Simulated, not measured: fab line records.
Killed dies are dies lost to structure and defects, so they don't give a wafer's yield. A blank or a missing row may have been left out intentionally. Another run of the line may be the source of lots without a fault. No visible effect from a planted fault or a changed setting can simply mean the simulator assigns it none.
A lot that was struck, set against a sound lot	flow gf180mcu	15 out of 602 route steps
Sound: the wafers L944.1, L944.4, L944.5. Struck: wafers L934.1, L934.5 (left out: L934.6, a lot-mate that was not struck); the cause follows at the end.
Order at every step that has rows: each side's tool, ch and its chambers, its first start. Under that, the readings that differ: sound wafers	struck wafers	difference of the means	sigmas: that difference in standard deviations of wafers without a fault.
alike: a reading whose means differ by less than 2 such deviations, as well as words and numbers matching on both sides. not compared: withheld readings; readings where some wafer has no value; bounds like >300 that might hide an equal value; numbers whose values overlap and for which the record gives no deviation.
The two part at a step that has a row with sigmas, a row that says differs or no value, or rows on one side only. Numbers that have no deviation but don't overlap get no sigmas and don't part them. Lack of a reading on every wafer of one side parts them only where that side has two or more wafers.

GF_CONTACT_OVL_MEAS_15:
  sound: overlay-01 at day 23 12:28; struck: overlay-01 at day 19 08:50
reading	sound	struck	difference	sigmas
CONTACT_OVL (nm)	-12 -12 -16	6 4	+18	+3
GF_CONTACT_ETCH_16: etches BARC in N2/H2.
  sound on rieDiel-01 ch 0,1,3, day 23 12:31; struck on rieDiel-01 ch 0,3, day 19 08:53
  alike: drypumpMotorCurrentA, oesProductAu, throttleValvePct
then, 1 step without rows for these wafers: GF_CONTACT_ETCH_17 (etches SiO2 in C4F8/O2/Ar, stops on CoSi2, target depth 860 nm).
GF_CONTACT_STRIP_18: strips in O2/N2.
  sound on plasmaAsher-04 ch 0,1, day 23 12:40; struck on plasmaAsher-04 ch 0,1, day 19 09:02
  alike: drypumpMotorCurrentA, heaterPowerW, oesProductAu
  not compared: rfHoursCounterH
then, 4 steps without rows for these wafers: GF_CONTACT_CLEAN_19 (cleans in SPM); GF_CONTACT_CLEAN_20 (cleans in DIW); GF_CONTACT_CLEAN_21 (cleans in dHF, time 20 s); GF_CONTACT_SPUTTER_22 (material Ti, target thk 15 nm, time 80.02 s).
GF_CONTACT_SPUTTER_23: material TiN, target thk 10 nm, time 40 s.
  sound: pvdSputter-03 at day 23 13:02; struck: pvdSputter-04 at day 19 09:25
  alike: cathodeDcPowerW, throttleValvePct
GF_CONTACT_CVD_24: deposits W, target thk 300 nm, time 90.339 s.
  sound on cvdW-01 ch 0,1, day 23 13:04; struck on cvdW-02 ch 0, day 19 09:28
  alike: chamberPressureTorr, heaterPowerW
GF_CONTACT_RS_MEAS_25: uses a four-point probe to measure.
  sound: filmMetro-02 at day 23 13:10; struck: filmMetro-03 at day 19 09:34
  alike: CONTACT_W_RS
GF_CONTACT_THK_MEAS_26: measures by xrf.
  sound: filmMetro-02 at day 23 13:17; struck: filmMetro-03 at day 19 09:41
  alike: CONTACT_W_THK
GF_CONTACT_CMP_27: polishes, stops on SiO2, t overpolish 15 s, target thk 0 nm.
  sound on cmp-02 ch 0,1,3, day 23 13:24; struck on cmp-02 ch 1, day 19 09:46
reading	sound	struck	difference	sigmas
overpolishRunS (s)	15.008 14.997 15.026	0.037 0.036	-14.974	-99 or more
timeToEndpointS (s)	78 77 84	113 112	+33	+8
  alike: motorCurrentA
GF_M1_SPUTTER_00: material Ti, target thk 37.5 nm, time 150 s.
  the record has rows for the sound wafers here (pvdSputter-01, day 23 13:39) and none for the struck ones
-- the record jumps here: 12 days lie between the struck wafers' starts before and after (it left off in module M1 and takes up again in module PASSIVATION, whose first step shown is number 602 of the route) --
GF_PASSIVATION_PROBE_99:
  only the struck wafers here have rows in the record (prober-02, day 31 16:38); the sound ones have none

WHERE THEY PART
At GF_CONTACT_OVL_MEAS_15 first; at GF_PASSIVATION_PROBE_99 last (within this record only).

WHY: what the simulator had put in
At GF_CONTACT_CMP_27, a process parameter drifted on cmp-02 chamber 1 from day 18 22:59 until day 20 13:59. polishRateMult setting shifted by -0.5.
